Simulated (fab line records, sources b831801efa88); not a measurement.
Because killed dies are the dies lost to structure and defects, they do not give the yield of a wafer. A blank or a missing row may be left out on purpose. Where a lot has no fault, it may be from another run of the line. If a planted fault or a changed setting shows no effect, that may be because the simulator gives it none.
fab line records ; flow sky130
[record] lots = 10; wafers = 30; last_day = 50
route steps=708 shown SPACER@305 VIA1@472 METAL2@484 PAD_OPEN@708
lots with no fault: from the same line, run without faults
start_h: start of the lot's first displayed wafer, in hours after the record's first day ; wait_h: hours elapsed since this lot's preceding step ; " same as the row above ; L1.1+2: several wafers, shown together as one row ; - no value present, or no start provided ; * or withheld: withheld ; < > ~ a bound
route shown NAME@n: names a module that has steps shown in the file, with the first one's number in the route ; usual: mean/standard deviation taken from wafers without a fault ; same: alike in all rows ; chamber/n: place in a boat ; sites: each site's reading ; _std_site: how widely they spread, as a standard deviation ; _edge_site: inner sites' mean taken away from outer sites' mean ; radius_mm: for every site, how far away it sits from the centre of the wafer ; mask NAME#n: copy n ; behind: the tool/chamber that last shaped the wafer ; hold: cause of the lot's hold/its duration in hours/its outcome ; device: the transistor (n, p or np) that didn't switch ; end of line: tests run on the same wafers once the route is complete ; a step without rows: its recipe alone ; killed: dies lost to structure and defects at the first sort, not the wafer's yield ; map: per-die view of a wafer (x killed, . not killed, _ where there is no die)
set.NAME: setting as actually run; set.NAME@STEP: the setting as run at that earlier step ; model.NAME: the simulator's own value behind a step, which no gauge read
route steps across a sampled set of lots; one table per step, one row per wafer
services: the hour from which a tool's chamber was out of use, counted from the record's first day as start_h (under 0 if before that day), plus the number of hours and why
[[steps]]
[step SKY_SPACER_THK_MEAS_01]
[recipe] reads = Si3N4_of_SPACER_CVD_00
[usual] SPACER_CVD_00_THK = 43.3/0.47
lot.wafer;tool;chamber;start_h;wait_h;SPACER_CVD_00_THK[nm]
L866.1;film_metro-04;-;521.13;0.0;42.3
L866.5;film_metro-04;-;521.13;0.0;42.8
L866.6;film_metro-04;-;521.13;0.0;42.6
L868.2;film_metro-04;-;542.67;0.0;43.0
L868.3;film_metro-04;-;542.67;0.0;43.1
L868.4;film_metro-04;-;542.67;0.0;42.8
L870.3;film_metro-01;-;571.69;0.0;43.2
L870.4;film_metro-01;-;571.69;0.0;43.6
L870.6;film_metro-01;-;571.69;0.0;43.4
L871.1;film_metro-04;-;584.32;0.0;43.5
L871.2;film_metro-04;-;584.32;0.0;43.0
L871.4;film_metro-04;-;584.32;0.0;43.6
L883.1;film_metro-01;-;674.57;0.0;43.4
L883.2;film_metro-01;-;674.57;0.0;43.3
L883.6;film_metro-01;-;674.57;0.0;43.0
L884.2;film_metro-04;-;681.76;0.0;43.1
L884.3;film_metro-04;-;681.76;0.0;43.3
L884.4;film_metro-04;-;681.76;0.0;43.5
L885.2;film_metro-02;-;683.78;0.0;43.2
L885.3;film_metro-02;-;683.78;0.0;43.4
L885.4;film_metro-02;-;683.78;0.0;43.4
L886.3;film_metro-04;-;695.71;0.0;43.0
L886.4;film_metro-04;-;695.71;0.0;42.5
L886.5;film_metro-04;-;695.71;0.0;43.2
L888.1;film_metro-04;-;720.56;0.0;44.0
L888.4;film_metro-04;-;720.56;0.0;43.9
L888.6;film_metro-04;-;720.56;0.0;44.0
L889.1;film_metro-04;-;721.77;0.0;43.6
L889.2;film_metro-04;-;721.77;0.0;43.6
L889.4;film_metro-04;-;721.77;0.0;43.8
[step SKY_VIA1_ETCH_14]
[recipe] chemistry = N2/H2; target = BARC; ion_energy_ev = 200; source_w = 500; bias_w = 100; pressure_mtorr = 30; n2_flow_sccm = 100; h2_flow_sccm = 200; stop_on = SiO2; time_s = 45.9; target_depth_a = 600
[usual] drypump_motor_current_A = 5.8/0.41; oes_product_au = 0.854/0.0052; throttle_valve_pct = 13.225/0.0088
lot.wafer;tool;chamber;start_h;wait_h;drypump_motor_current_A;oes_product_au;rf_hours_counter_h;throttle_valve_pct
L866.1;rie_diel-01;0;786.33;0.0;5.2;0.864;11;13.233
L866.5;rie_diel-01;3;786.33;0.0;5.6;0.857;-;13.223
L866.6;rie_diel-01;2;786.33;0.0;5.9;0.846;-;13.227
L868.2;rie_diel-04;3;803.38;0.0;5.8;0.848;10;13.222
L868.3;rie_diel-04;0;803.38;0.0;5.7;0.850;13;13.214
L868.4;rie_diel-04;0;803.38;0.0;5.7;0.848;-;13.230
L870.3;rie_diel-01;1;828.88;0.0;5.4;0.855;16;13.219
L870.4;rie_diel-01;2;828.88;0.0;5.9;0.857;-;13.225
L870.6;rie_diel-01;1;828.88;0.0;5.4;0.850;-;13.228
L871.1;rie_diel-02;0;842.35;0.0;6.0;0.850;5;13.216
L871.2;rie_diel-02;1;842.35;0.0;5.2;0.852;8;13.215
L871.4;rie_diel-02;3;842.35;0.0;5.8;0.861;1;13.214
L883.1;rie_diel-02;1;920.11;0.0;5.2;0.854;10;13.210
L883.2;rie_diel-02;0;920.11;0.0;6.0;0.849;7;13.207
L883.6;rie_diel-02;0;920.11;0.0;6.0;0.856;-;13.211
L884.2;rie_diel-02;0;928.22;0.0;6.0;0.862;8;13.235
L884.3;rie_diel-02;2;928.22;0.0;6.5;0.857;0;13.223
L884.4;rie_diel-02;3;928.22;0.0;5.8;0.867;-;13.222
L885.2;rie_diel-02;0;929.98;0.0;6.0;0.853;8;13.212
L885.3;rie_diel-02;2;929.98;0.0;6.5;0.857;0;13.221
L885.4;rie_diel-02;2;929.98;0.0;6.5;0.854;-;13.224
L886.3;rie_diel-02;0;939.26;0.0;6.0;0.851;8;13.194
L886.4;rie_diel-02;0;939.26;0.0;6.0;0.856;-;13.231
L886.5;rie_diel-02;3;939.26;0.0;5.8;0.857;-;13.228
L888.1;rie_diel-02;2;961.98;0.0;6.5;0.862;1;13.224
L888.4;rie_diel-02;0;961.98;0.0;6.0;0.862;9;13.223
L888.6;rie_diel-02;3;961.98;0.0;5.8;0.858;-;13.225
L889.1;rie_diel-02;1;965.39;0.0;5.2;0.852;11;13.227
L889.2;rie_diel-02;2;965.39;0.0;6.5;0.850;1;13.219
L889.4;rie_diel-02;3;965.39;0.0;5.7;0.845;6;13.225
[step SKY_VIA1_CVD_21]
[recipe] material = W; target_thk_nm = 270; time_s = 80.902; temp_c = 400; pressure_torr = 40
[usual] heater_power_w = 834/99; susceptor_temp_C = 399.98/0.22
lot.wafer;tool;chamber;start_h;wait_h;heater_power_w;since_wet_clean_h;susceptor_temp_C
L866.1;cvd_w-01;0;787.07;0.0;903;883;399.86
L866.5;cvd_w-01;1;787.07;0.0;756;-;400.37
L866.6;cvd_w-01;0;787.07;0.0;880;-;399.93
L868.2;cvd_w-01;0;804.12;0.0;924;900;400.36
L868.3;cvd_w-01;0;804.12;0.0;912;-;399.96
L868.4;cvd_w-01;1;804.12;0.0;755;-;399.70
L870.3;cvd_w-01;1;829.65;0.1;740;-;400.33
L870.4;cvd_w-01;0;829.65;0.1;895;-;400.20
L870.6;cvd_w-01;1;829.65;0.1;756;-;400.28
L871.1;cvd_w-02;1;843.12;0.0;962;439;400.05
L871.2;cvd_w-02;0;843.12;0.0;704;439;400.44
L871.4;cvd_w-02;0;843.12;0.0;710;-;400.37
L883.1;cvd_w-01;1;920.90;0.0;734;3;399.77
L883.2;cvd_w-01;0;920.90;0.0;885;3;400.41
L883.6;cvd_w-01;0;920.90;0.0;885;-;399.95
L884.2;cvd_w-01;1;929.04;0.0;758;11;399.72
L884.3;cvd_w-01;0;929.04;0.0;878;-;400.42
L884.4;cvd_w-01;1;929.04;0.0;763;-;399.80
L885.2;cvd_w-01;1;930.73;0.0;761;13;400.02
L885.3;cvd_w-01;0;930.73;0.0;869;-;400.15
L885.4;cvd_w-01;1;930.73;0.0;785;-;399.97
L886.3;cvd_w-01;1;940.04;0.1;749;-;400.05
L886.4;cvd_w-01;0;940.04;0.1;863;-;399.81
L886.5;cvd_w-01;1;940.04;0.1;763;-;400.11
L888.1;cvd_w-02;1;962.74;0.0;980;559;400.09
L888.4;cvd_w-02;0;962.74;0.0;706;-;399.99
L888.6;cvd_w-02;0;962.74;0.0;724;-;399.78
L889.1;cvd_w-01;1;966.21;0.0;781;48;400.27
L889.2;cvd_w-01;0;966.21;0.0;859;48;400.17
L889.4;cvd_w-01;1;966.21;0.0;786;-;399.65
[step SKY_VIA1_RS_MEAS_22]
[recipe] thk_meas_gauge = four-point-probe; reads = W_of_VIA1_CVD_21+TiN_of_VIA1_SPUTTER_20
[usual] VIA1_W_RS = 0.427/0.0041
lot.wafer;tool;chamber;start_h;wait_h;hold;VIA1_W_RS[ohm/sq]
L866.1;film_metro-02;-;787.16;0.1;-;0.428
L866.5;film_metro-02;-;787.16;0.1;-;0.429
L866.6;film_metro-02;-;787.16;0.1;-;0.427
L868.2;film_metro-03;-;804.24;0.1;-;0.428
L868.3;film_metro-03;-;804.24;0.1;-;0.433
L868.4;film_metro-03;-;804.24;0.1;-;0.427
L870.3;film_metro-01;-;829.75;0.1;await_dispo/0.2h/release;0.434
L870.4;film_metro-01;-;829.75;0.1;await_dispo/0.2h/release;0.699
L870.6;film_metro-01;-;829.75;0.1;await_dispo/0.2h/release;0.432
L870.3;film_metro-01;-;830.13;0.4;-;0.434
L870.4;film_metro-01;-;830.13;0.4;-;0.700
L870.6;film_metro-01;-;830.13;0.4;-;0.432
L871.1;film_metro-03;-;843.21;0.1;-;0.421
L871.2;film_metro-03;-;843.21;0.1;-;0.427
L871.4;film_metro-03;-;843.21;0.1;-;0.428
L883.1;film_metro-03;-;921.00;0.1;-;0.425
L883.2;film_metro-03;-;921.00;0.1;-;0.417
L883.6;film_metro-03;-;921.00;0.1;-;0.417
L884.2;film_metro-02;-;929.15;0.1;-;0.427
L884.3;film_metro-02;-;929.15;0.1;-;0.418
L884.4;film_metro-02;-;929.15;0.1;-;0.424
L885.2;film_metro-02;-;930.84;0.1;-;0.432
L885.3;film_metro-02;-;930.84;0.1;-;0.424
L885.4;film_metro-02;-;930.84;0.1;-;0.427
L886.3;film_metro-02;-;940.15;0.1;-;0.427
L886.4;film_metro-02;-;940.15;0.1;-;0.430
L886.5;film_metro-02;-;940.15;0.1;-;0.430
L888.1;film_metro-01;-;962.83;0.1;-;0.427
L888.4;film_metro-01;-;962.83;0.1;-;0.426
L888.6;film_metro-01;-;962.83;0.1;-;0.430
L889.1;film_metro-03;-;966.30;0.1;-;0.416
L889.2;film_metro-03;-;966.30;0.1;-;0.419
L889.4;film_metro-03;-;966.30;0.1;-;0.426
[step SKY_VIA1_THK_MEAS_23]
[recipe] thk_meas_gauge = xrf; reads = W_of_VIA1_CVD_21
[usual] VIA1_W_THK = 278/3.7
lot.wafer;tool;chamber;start_h;wait_h;hold;VIA1_W_THK[nm]
L866.1;film_metro-02;-;787.28;0.1;-;282
L866.5;film_metro-02;-;787.28;0.1;-;280
L866.6;film_metro-02;-;787.28;0.1;-;282
L868.2;film_metro-03;-;804.35;0.1;-;274
L868.3;film_metro-03;-;804.35;0.1;-;270
L868.4;film_metro-03;-;804.35;0.1;-;275
L870.3;film_metro-01;-;834.97;4.8;await_dispo/0.2h/release;274
L870.4;film_metro-01;-;834.97;4.8;await_dispo/0.2h/release;171
L870.6;film_metro-01;-;834.97;4.8;await_dispo/0.2h/release;277
L870.3;film_metro-01;-;835.27;0.3;-;275
L870.4;film_metro-01;-;835.27;0.3;-;170
L870.6;film_metro-01;-;835.27;0.3;-;275
L871.1;film_metro-03;-;843.33;0.1;-;277
L871.2;film_metro-03;-;843.33;0.1;-;273
L871.4;film_metro-03;-;843.33;0.1;-;274
L883.1;film_metro-03;-;921.12;0.1;-;276
L883.2;film_metro-03;-;921.12;0.1;-;283
L883.6;film_metro-03;-;921.12;0.1;-;283
L884.2;film_metro-02;-;929.26;0.1;-;282
L884.3;film_metro-02;-;929.26;0.1;-;287
L884.4;film_metro-02;-;929.26;0.1;-;284
L885.2;film_metro-02;-;930.95;0.1;-;279
L885.3;film_metro-02;-;930.95;0.1;-;283
L885.4;film_metro-02;-;930.95;0.1;-;280
L886.3;film_metro-02;-;940.25;0.1;-;280
L886.4;film_metro-02;-;940.25;0.1;-;278
L886.5;film_metro-02;-;940.25;0.1;-;278
L888.1;film_metro-01;-;962.95;0.1;-;277
L888.4;film_metro-01;-;962.95;0.1;-;278
L888.6;film_metro-01;-;962.95;0.1;-;277
L889.1;film_metro-03;-;966.42;0.1;-;284
L889.2;film_metro-03;-;966.42;0.1;-;282
L889.4;film_metro-03;-;966.42;0.1;-;278
[step SKY_VIA1_CMP_24]
[recipe] stop_on = SiO2; t_overpolish_s = 15; down_force_psi = 3.5; platen_rpm = 60; target_thk_nm = 0; pad_velocity_m_s = 0.94248
[usual] motor_current_A = 11.6/1.3; retaining_ring_pressure_frac = 1.000/0.0045; time_to_endpoint_s = 67.2/2.5
lot.wafer;tool;chamber;start_h;wait_h;hold;motor_current_A;retaining_ring_pressure_frac;time_to_endpoint_s
L866.1;cmp-01;1;787.34;0.1;-;10.5;0.999;68.6
L866.5;cmp-01;1;787.34;0.1;-;10.1;1.000;67.1
L866.6;cmp-01;2;787.34;0.1;-;11.8;0.998;66.4
L868.4;cmp-02;0;804.40;0.0;-;13.4;0.999;64.7
L868.2;cmp-02;1;804.40;0.0;-;11.7;1.003;61.5
L868.3;cmp-02;3;804.40;0.0;-;10.7;0.997;65.8
L870.3;cmp-01;1;837.64;2.4;await_dispo/2.3h/release;10.3;1.003;66.5
L870.4;cmp-01;3;837.64;2.4;await_dispo/2.3h/release;13.1;0.993;41.4
L870.6;cmp-01;0;837.64;2.4;await_dispo/2.3h/release;10.9;1.000;66.1
L871.2;cmp-01;3;843.44;0.1;-;14.1;1.001;64.9
L871.4;cmp-01;0;843.44;0.1;-;10.7;1.007;66.1
L871.1;cmp-01;1;843.44;0.1;-;10.5;1.000;68.6
L883.1;cmp-02;1;921.23;0.1;-;10.5;1.001;64.3
L883.2;cmp-02;3;921.23;0.1;-;10.4;0.995;66.8
L883.6;cmp-02;0;921.23;0.1;-;13.7;0.998;70.9
L884.2;cmp-01;3;929.31;0.0;-;13.9;1.000;69.4
L884.4;cmp-01;1;929.31;0.0;-;9.9;0.995;71.7
L884.3;cmp-01;2;929.31;0.0;-;12.0;1.000;69.7
L885.4;cmp-02;2;931.00;0.0;-;10.2;1.006;71.4
L885.3;cmp-02;3;931.00;0.0;-;10.4;0.996;68.5
L885.2;cmp-02;1;931.00;0.0;-;11.0;1.002;65.1
L886.4;cmp-01;3;940.29;0.0;-;13.9;1.004;63.1
L886.3;cmp-01;0;940.29;0.0;-;11.0;0.997;65.5
L886.5;cmp-01;3;940.29;0.0;-;13.2;1.007;65.6
L888.4;cmp-01;3;963.11;0.1;-;13.6;1.003;65.6
L888.1;cmp-01;0;963.11;0.1;-;10.4;1.000;68.6
L888.6;cmp-01;1;963.11;0.1;-;10.0;1.006;68.6
L889.2;cmp-01;0;966.48;0.0;-;10.8;0.997;69.2
L889.1;cmp-01;2;966.48;0.0;-;12.4;1.003;70.5
L889.4;cmp-01;3;966.48;0.0;-;12.8;1.003;64.6
[step SKY_METAL2_SPUTTER_01]
[recipe] material = TiN; target_thk_nm = 20; power_w = 6500; time_s = 16.7; chamber_pressure_pa = 0.4
[usual] throttle_valve_pct = 30.0/0.74
lot.wafer;tool;chamber;start_h;wait_h;throttle_valve_pct
L866.1;pvd_sputter-02;-;787.66;0.0;30.7
L866.5;pvd_sputter-02;-;787.66;0.0;30.5
L866.6;pvd_sputter-02;-;787.66;0.0;30.9
L868.2;pvd_sputter-02;-;804.72;0.0;30.4
L868.3;pvd_sputter-02;-;804.72;0.0;28.7
L868.4;pvd_sputter-02;-;804.72;0.0;30.1
L870.3;pvd_sputter-02;-;837.99;0.1;30.8
L870.4;pvd_sputter-02;-;837.99;0.1;29.0
L870.6;pvd_sputter-02;-;837.99;0.1;29.0
L871.1;pvd_sputter-02;-;843.72;0.0;30.8
L871.2;pvd_sputter-02;-;843.72;0.0;30.6
L871.4;pvd_sputter-02;-;843.72;0.0;29.3
L883.1;pvd_sputter-03;-;921.50;0.0;30.8
L883.2;pvd_sputter-03;-;921.50;0.0;28.9
L883.6;pvd_sputter-03;-;921.50;0.0;28.8
L884.2;pvd_sputter-02;-;929.64;0.0;30.6
L884.3;pvd_sputter-02;-;929.64;0.0;30.9
L884.4;pvd_sputter-02;-;929.64;0.0;29.2
L885.2;pvd_sputter-02;-;931.35;0.0;29.2
L885.3;pvd_sputter-02;-;931.35;0.0;31.1
L885.4;pvd_sputter-02;-;931.35;0.0;30.6
L886.3;pvd_sputter-04;-;940.61;0.0;30.6
L886.4;pvd_sputter-04;-;940.61;0.0;29.5
L886.5;pvd_sputter-04;-;940.61;0.0;29.5
L888.1;pvd_sputter-02;-;963.33;0.0;29.1
L888.4;pvd_sputter-02;-;963.33;0.0;30.5
L888.6;pvd_sputter-02;-;963.33;0.0;30.7
L889.1;pvd_sputter-02;-;966.80;0.0;29.9
L889.2;pvd_sputter-02;-;966.80;0.0;30.6
L889.4;pvd_sputter-02;-;966.80;0.0;30.8
[step SKY_PAD_OPEN_PROBE_99]
[usual] defect_limited_yield = 82.5/1.9; killed_at_M0_to_M3 = 43/6.7; killed_at_M4_up = 3.2/1.9; killed_at_contacts = 24/5.9; killed_at_front_end = 15/4.1; killed_at_other = 0.3/0.56; killed_dies = 86/9.5; killed_open = 47/7.4; killed_short = 39/5.5; sort_bin_3_pad_short = 0.8/0.4; sort_bin_5_function = 10.4/1.4; sort_bin_6_memory = 6.2/1.2; sort_n_pass = 406/9.5; sort_yield_pct = 82.5/1.9
[same] gross_dies = 492; killed_at_back_side = 0; sort_bin_4_leakage[%] = 0; sort_bin_8_speed[%] = 0
lot.wafer;tool;chamber;start_h;wait_h;defect_limited_yield[%];killed_at_M0_to_M3;killed_at_M4_up;killed_at_contacts;killed_at_front_end;killed_at_other;killed_dies;killed_open;killed_short;sort_bin_3_pad_short[%];sort_bin_5_function[%];sort_bin_6_memory[%];sort_n_pass;sort_yield_pct[%]
L884.2;prober-01;-;1176.59;0.1;81.7;49;3;22;16;0;90;61;29;0.8;10.2;7.3;402;81.7
L884.3;prober-01;-;1176.64;0.2;81.9;50;2;25;12;0;89;50;39;0.6;12.0;5.5;403;81.9
L884.4;prober-01;-;1176.69;0.2;80.9;47;7;26;14;0;94;53;41;0.6;12.2;6.3;398;80.9
L885.2;prober-02;-;1179.88;0.1;82.9;40;3;28;12;1;84;43;41;1.0;10.2;5.9;408;82.9
L885.3;prober-02;-;1179.93;0.2;78.9;53;5;24;22;0;104;60;44;1.2;12.2;7.7;388;78.9
L885.4;prober-02;-;1179.98;0.2;83.5;40;2;23;16;0;81;42;39;1.2;9.3;5.9;411;83.5
// killed by level:class
L884.2 VIA1:geometric_particle:open=17 LI_CONTACT:geometric_particle:open=9 CONTACT:geometric_particle:open=8 VIA2:geometric_particle:open=7 VIA3:geometric_particle:short=7 VIA3:geometric_particle:open=6 FIELD_ISO:geometric_particle:open=5 POLY_GATE:geometric_particle:open=5
L884.3 VIA1:geometric_particle:open=16 LOCAL_INTERCONNECT:geometric_particle:short=7 VIA2:geometric_particle:open=7 CONTACT:geometric_particle:short=6 CONTACT:geometric_particle:open=6 LI_CONTACT:geometric_particle:open=5 VIA1:geometric_particle:short=5 METAL2:geometric_particle:short=5
L884.4 VIA1:geometric_particle:open=14 VIA3:geometric_particle:open=9 CONTACT:geometric_particle:open=9 LI_CONTACT:geometric_particle:open=6 LOCAL_INTERCONNECT:geometric_particle:short=6 VIA1:geometric_particle:short=5 VIA2:geometric_particle:short=4 VIA2:geometric_particle:open=4
L885.2 CONTACT:geometric_particle:open=14 VIA1:geometric_particle:short=8 VIA1:geometric_particle:open=6 VIA2:geometric_particle:open=6 LOCAL_INTERCONNECT:geometric_particle:short=5 CONTACT:geometric_particle:short=5 METAL1:geometric_particle:short=5 METAL3:geometric_particle:short=4
L885.3 VIA1:geometric_particle:open=12 CONTACT:geometric_particle:open=10 FIELD_ISO:geometric_particle:open=7 VIA1:geometric_particle:short=7 VIA2:geometric_particle:open=6 METAL2:geometric_particle:short=6 VIA3:geometric_particle:open=6 LI_CONTACT:geometric_particle:open=5
L885.4 LI_CONTACT:geometric_particle:open=10 METAL1:geometric_particle:short=10 CONTACT:geometric_particle:open=6 VIA1:geometric_particle:open=6 FIELD_ISO:geometric_particle:short=5 CONTACT:geometric_particle:short=5 VIA1:geometric_particle:short=5 VIA2:geometric_particle:open=5
[[services]]
tool;chamber;start_h;hours;kind
pvd_sputter-02;-;763.54;2.9;repair
cvd_w-02;-;771.61;6.0;pm
rie_diel-04;0;817.50;3.2;repair
cmp-01;-;823.34;2.7;repair
rie_diel-01;0;824.04;4.0;repair
cmp-01;-;836.74;0.4;repair
rie_diel-04;-;846.25;0.6;repair
cmp-02;-;856.57;5.7;pm
pvd_sputter-02;0;876.91;-;consumable_replace:kit
pvd_sputter-02;0;876.91;18.0;scheduled_down
pvd_sputter-02;0;876.91;18.0;vent_cycle
rie_diel-04;-;879.15;1.1;repair
pvd_sputter-04;-;887.68;1.5;repair
cvd_w-01;-;904.00;14.0;pm
cvd_w-01;0;904.00;14.0;vent_cycle
cvd_w-01;1;904.00;14.0;vent_cycle
pvd_sputter-02;-;908.03;4.5;repair
cmp-02;-;910.91;1.6;repair
cmp-02;-;912.51;4.0;pm
cvd_w-01;0;918.00;-;clean
cvd_w-01;1;918.00;-;clean
rie_diel-02;1;924.99;16.3;repair
cmp-02;-;938.62;0.6;repair
rie_diel-01;-;949.93;0.2;repair
[[key]]
[first_sign] step = SKY_VIA1_RS_MEAS_22; reading = visit; direction = added
[effect] step = SKY_VIA1_RS_MEAS_22; reading = VIA1_W_RS; direction = up; sigmas = 67; usual = 0.427; struck = 0.699
[effect] step = SKY_VIA1_THK_MEAS_23; reading = visit; direction = added
[effect] step = SKY_VIA1_THK_MEAS_23; reading = VIA1_W_THK; direction = down; sigmas = 29; usual = 278; struck = 171
[effect] step = SKY_VIA1_CMP_24; reading = time_to_endpoint_s; direction = down; sigmas = 10; usual = *; struck = *
met_at SKY_VIA1_CVD_21
struck_lots L870
struck_wafers L870.4
not_acting_at SKY_SPACER_THK_MEAS_01,SKY_VIA1_ETCH_14,SKY_METAL2_SPUTTER_01
onset_between 804.12 829.65
[fault] kind = process_parameter_drift; tool = cvd_w-01; chamber = -; onset_h = 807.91; steps = SKY_VIA1_CVD_21; channel = target_thk_nm; offset = -99.76; shape = step; end_h = 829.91; scope = struck_wafers_only; acts_in = these_recipes_only; stated = 270
